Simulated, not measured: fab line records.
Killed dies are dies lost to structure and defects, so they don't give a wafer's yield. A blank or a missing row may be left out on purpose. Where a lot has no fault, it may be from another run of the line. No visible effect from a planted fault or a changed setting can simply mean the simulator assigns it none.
What tool caused it?	flow sky130	Sampling: 11 lots, 33 wafers, 6 of 708 route steps

WHAT THE GAUGES SHOWED, per wafer
The record holds no reading of a measuring or inspecting step that can be judged against a usual standard deviation.

EACH LOT AND THE TOOL THAT RAN IT (in order: tool; ch and the chambers of the sampled wafers; start)
lot	SKY_VIA2_STRIP_16	SKY_METAL3_SPUTTER_01	SKY_CAPM_SPUTTER_02	SKY_METAL3_ETCH_16	SKY_METAL3_ETCH_17	SKY_PAD_OPEN_PROBE_99
L150	plasmaAsher-04 ch 0,1, day 36 01:19	pvdSputter-02, day 36 02:41	pvdSputter-01, day 36 02:55	rieMetal-02 ch 0,1, day 38 07:52	rieDiel-02 ch 0,1,2, day 38 07:58	-
L149	plasmaAsher-01 ch 0,1, day 36 05:34	pvdSputter-02, day 36 06:52	pvdSputter-03, day 36 07:05	rieMetal-02 ch 0, day 38 10:38	rieDiel-01 ch 0,1, day 38 10:44	-
L151	plasmaAsher-03 ch 0,1, day 36 15:10	pvdSputter-03, day 36 16:29	pvdSputter-01, day 36 16:41	rieMetal-02 ch 0,1, day 38 19:58	rieDiel-01 ch 0,1,3, day 38 20:04	-
L153	plasmaAsher-03 ch 0,1, day 37 13:57	pvdSputter-02, day 37 15:17	pvdSputter-04, day 37 15:29	rieMetal-02 ch 0,1, day 39 19:01	rieDiel-03 ch 0,2,3, day 39 19:07	-
L159	plasmaAsher-04 ch 0,1, day 39 09:47	pvdSputter-03, day 39 11:29	pvdSputter-04, day 39 11:42	rieMetal-02 ch 0,1, day 41 13:07	rieDiel-03 ch 0,2,3, day 41 13:11	-
L160	plasmaAsher-04 ch 0,1, day 39 18:07	pvdSputter-02, day 39 19:32	pvdSputter-04, day 39 19:44	rieMetal-02 ch 0,1, day 41 21:40	rieDiel-01 ch 0,1,3, day 41 21:46	-
L165	plasmaAsher-04 ch 0,1, day 40 23:49	pvdSputter-04, day 41 01:08	pvdSputter-03, day 41 01:22	rieMetal-01 ch 0, day 43 00:34	rieDiel-02 ch 0,2,3, day 43 00:40	prober-01, day 49 09:56
L167	plasmaAsher-04 ch 0,1, day 41 06:52	pvdSputter-03, day 41 08:09	pvdSputter-04, day 41 08:22	rieMetal-04 ch 0,1, day 43 08:38	rieDiel-02 ch 0,1,2, day 43 08:44	-
L169	plasmaAsher-03 ch 0,1, day 42 09:43	pvdSputter-02, day 42 11:01	pvdSputter-04, day 42 11:13	rieMetal-01 ch 0,1, day 44 09:29	rieDiel-01 ch 1,3, day 44 09:35	-
L170	plasmaAsher-03 ch 0,1, day 42 21:13	pvdSputter-02, day 42 22:34	pvdSputter-03, day 42 22:47	rieMetal-04 ch 0,1, day 44 21:20	rieDiel-01 ch 0,2,3, day 44 21:26	-
L172	plasmaAsher-01 ch 0,1, day 43 02:07	pvdSputter-03, day 43 03:34	pvdSputter-01, day 43 03:47	rieMetal-02 ch 0, day 45 02:08	rieDiel-03 ch 1,2,3, day 45 02:14	-
- SKY_VIA2_STRIP_16: strips in O2/N2.
- SKY_METAL3_SPUTTER_01: material TiN, target thk 20 nm, time 16.7 s.
- SKY_CAPM_SPUTTER_02: material TiN, target thk 200 nm, time 166.7 s.
- SKY_METAL3_ETCH_16: etches BARC in N2/H2, stops on SiO2, time 88.2 s, target depth 60 nm.
- SKY_METAL3_ETCH_17: etches SiO2 in C4F8/O2/Ar, stops on TiN, time 3.9 s, target depth 15 nm.
- SKY_PAD_OPEN_PROBE_99

AS READ BY THE TOOLS THEMSELVES (means over the sampled wafers that have a number; for cases with no such wafer, the mark the record gives instead)
SKY_VIA2_STRIP_16.
lot	tool	drypumpMotorCurrentA (A)	oesProductAu (a.u.)	stripTimeToEndpointS (s)
L150	plasmaAsher-04	5.91	0.402	4.055
L149	plasmaAsher-01	5.68	0.397	4.042
L151	plasmaAsher-03	6.05	0.396	4.045
L153	plasmaAsher-03	6.05	0.397	4.074
L159	plasmaAsher-04	5.93	0.399	4.069
L160	plasmaAsher-04	5.93	0.397	4.041
L165	plasmaAsher-04	5.94	0.398	4.061
L167	plasmaAsher-04	5.90	0.400	4.053
L169	plasmaAsher-03	6.04	0.402	4.093
L170	plasmaAsher-03	5.80	0.402	4.063
L172	plasmaAsher-01	5.65	0.398	4.058

SKY_METAL3_SPUTTER_01.
lot	tool	throttleValvePct (%)
L150	pvdSputter-02	29.7
L149	pvdSputter-02	29.7
L151	pvdSputter-03	30.5
L153	pvdSputter-02	29.7
L159	pvdSputter-03	30.9
L160	pvdSputter-02	29.7
L165	pvdSputter-04	29.7
L167	pvdSputter-03	30.3
L169	pvdSputter-02	29.3
L170	pvdSputter-02	29.8
L172	pvdSputter-03	30.3

SKY_CAPM_SPUTTER_02.
lot	tool	throttleValvePct (%)
L150	pvdSputter-01	29.8
L149	pvdSputter-03	29.9
L151	pvdSputter-01	30.0
L153	pvdSputter-04	29.9
L159	pvdSputter-04	29.8
L160	pvdSputter-04	30.3
L165	pvdSputter-03	29.8
L167	pvdSputter-04	30.2
L169	pvdSputter-04	29.9
L170	pvdSputter-03	30.1
L172	pvdSputter-01	29.4

SKY_METAL3_ETCH_16.
lot	tool	drypumpMotorCurrentA (A)	h2FlowSccm (sccm)	oesProductAu (a.u.)	runLengthS (s)	throttleValvePct (%)
L150	rieMetal-02	6.0	199.8	0.623	116.7	13.203
L149	rieMetal-02	6.2	200.7	0.628	116.9	13.200
L151	rieMetal-02	6.0	200.6	0.621	116.6	13.204
L153	rieMetal-02	6.0	200.1	0.620	117.1	13.211
L159	rieMetal-02	5.7	199.9	0.596	130.1	13.194
L160	rieMetal-02	5.7	199.7	0.586	130.1	13.197
L165	rieMetal-01	5.5	199.9	0.629	116.5	13.211
L167	rieMetal-04	5.4	199.9	0.633	116.5	13.198
L169	rieMetal-01	5.6	199.8	0.627	117.0	13.196
L170	rieMetal-04	5.7	200.1	0.621	116.3	13.208
L172	rieMetal-02	6.2	200.1	0.626	116.9	13.210

SKY_METAL3_ETCH_17.
lot	tool	oesProductAu (a.u.)
L150	rieDiel-02	0.752
L149	rieDiel-01	0.748
L151	rieDiel-01	0.756
L153	rieDiel-03	0.748
L159	rieDiel-03	0.740
L160	rieDiel-01	0.734
L165	rieDiel-02	0.761
L167	rieDiel-02	0.750
L169	rieDiel-01	0.762
L170	rieDiel-01	0.749
L172	rieDiel-03	0.750

SKY_PAD_OPEN_PROBE_99.
lot	tool	defectLimitedYield (%)	killed_at_M0_to_M3	killed_at_M4_up	killedAtContacts	killedAtFrontEnd	killedAtOther	killedDies	killedOpen	killedShort	sort_bin_3_pad_short (%)	sort_bin_5_function (%)	sort_bin_6_memory (%)	sortNPass	sortYieldPct (%)
L165	prober-01	82.3	40	4.0	25	18	0.0	87	44	43	1.1	10.6	6.0	405	82.3

THE ANSWER, worked out from the rows above alone
Rule: the usual values come from the lots themselves. Put in order of their means at a reading, lots are off if they are a third of the lots or fewer, leave a main group of 4 or more, and stand apart from it by a gap of 3 or more times the standard deviation of the main group's means; of several such gaps the widest counts. Not used: any main group whose means are identical at the precision the tables above print for the reading. Also off: a lot with no number at a reading for which 4 or more lots have one. Where the step has rows for the other lots, those lots are counted as sound. After the gauges, taken in route order, come the tools' own readings; for these a lot's mean is taken, as printed above. The first step at which some lot is off is used, and at that step the reading that is off furthest; a lot without a number counts as furthest.
Off, at SKY_METAL3_ETCH_16 on runLengthS: L159, L160. The main group has a mean of 116.7 s with a standard deviation of 0.25.
If a tool, at that step or one of the process steps before it, ran each lot that is off and ran no sound lot following the first of them, it fits. Not one of the candidates tried fits.

WHAT THE SIMULATOR PUT IN
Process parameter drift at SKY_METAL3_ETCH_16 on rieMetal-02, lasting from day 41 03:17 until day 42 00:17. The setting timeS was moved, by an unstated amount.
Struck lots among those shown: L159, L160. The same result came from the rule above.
